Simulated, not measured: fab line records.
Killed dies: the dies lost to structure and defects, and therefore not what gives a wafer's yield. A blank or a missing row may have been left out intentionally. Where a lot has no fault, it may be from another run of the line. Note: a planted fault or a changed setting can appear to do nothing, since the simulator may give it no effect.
Matching of chambers	flow gf180mcu	GF_V5_CVD_02 on pecvd-03: 3 sister chambers
The step deposits SiO2 from TEOS, target thk 1450 nm, time 163.28 s. 6 wafers are shown with their chamber, then 8 later ones without.

WAFERS PAIRED WITH THEIR CHAMBERS
wafer	chamber	rf fwd power W (W)	heater power w (W)
L872.4	2	598.3	675
L872.6	0	598.4	861
L875.1	2	597.8	839
L875.3	1	597.9	677
L875.6	1	600.4	739
L876.1	0	595.9	693

WAFERS WITHOUT THEIR CHAMBER
wafer	rf fwd power W (W)	heater power w (W)
L876.2	594.6	751
L876.4	596.1	833
L881.1	595.1	656
L881.3	601.2	686
L881.6	598.6	812
L885.2	597.3	691
L885.3	602.4	779
L885.5	595.8	635

WHICH CHAMBER EACH ONE RAN IN
wafer	from the rows above	in truth
L876.2	can't be placed: 0 or 2 or 1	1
L876.4	can't be placed: 0 or 2 or 1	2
L881.1	can't be placed: 0 or 2 or 1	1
L881.3	can't be placed: 1 or 2 or 0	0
L881.6	can't be placed: 2 or 0 or 1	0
L885.2	can't be placed: 2 or 0 or 1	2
L885.3	can't be placed: 1 or 2 or 0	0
L885.5	can't be placed: 0 or 2 or 1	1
Correctly placed: 0 of 8. Not placeable from these rows: 8 (in 8, the candidates include the true chamber). Wrongly placed: 0.
How it was worked out, from the rows above alone: a wafer's distance from a chamber is the root of the sum, over the readings, of the square of ((its reading less the chamber's mean) divided by the reading's scatter). If the next closest chamber is less than 2 further off than the closest, the wafer can't be placed; otherwise it belongs to the closest. For every chamber, the mean is computed from those of its wafers that are shown. How the scatter is found: for the shown wafers, subtract from each reading the mean of its chamber, square and add these, divide the total by (wafers less chambers), then take the root.
